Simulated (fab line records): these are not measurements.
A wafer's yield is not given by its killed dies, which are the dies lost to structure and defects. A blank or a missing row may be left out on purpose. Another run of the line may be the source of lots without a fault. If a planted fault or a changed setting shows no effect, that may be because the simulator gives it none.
Matching of chambers | flow gf180mcu | 3 sister chambers for GF_V3_CVD_02 on pecvd-01
The step deposits SiO2 from TEOS, target thk 850 nm, time 94.851 s. 6 wafers are shown with their chamber, then 8 later ones without.

EACH WAFER AND ITS CHAMBER
wafer  | chamber | heater_power_w (W)
L081.1 | 0       | 467
L081.4 | 1       | 616
L085.2 | 2       | 636
L085.4 | 1       | 724
L085.6 | 2       | 683
L088.2 | 0       | 411

WAFERS WITHOUT THEIR CHAMBER
wafer  | heater_power_w (W)
L088.3 | 760
L088.6 | 466
L090.1 | 505
L090.4 | 694
L090.5 | 405
L093.3 | 744
L093.5 | 404
L093.6 | 617

EACH ONE'S CHAMBER
wafer  | from the rows above          | in truth
L088.3 | can't be placed: 1 or 2      | 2
L088.6 | 0                            | 0
L090.1 | can't be placed: 0 or 2 or 1 | 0
L090.4 | can't be placed: 1 or 2      | 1
L090.5 | 0                            | 0
L093.3 | can't be placed: 1 or 2      | 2
L093.5 | 0                            | 0
L093.6 | can't be placed: 2 or 1      | 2
Placed correctly: 3 of 8. Cannot be placed on the basis of these rows: 5; the candidates contain the true chamber in 5. 0 placed wrongly.
How it was worked out, from the rows above alone: a wafer's distance from a chamber is the root of the sum, over the readings, of the square of ((its reading less the chamber's mean) divided by the reading's scatter). If the next closest chamber is less than 2 further off than the closest, the wafer can't be placed; otherwise it belongs to the closest. Each chamber's mean is taken over the wafers shown for it. The scatter is the square root of a quotient: the sum, over the shown wafers, of each reading's squared deviation from its chamber's mean, divided by wafers minus chambers.
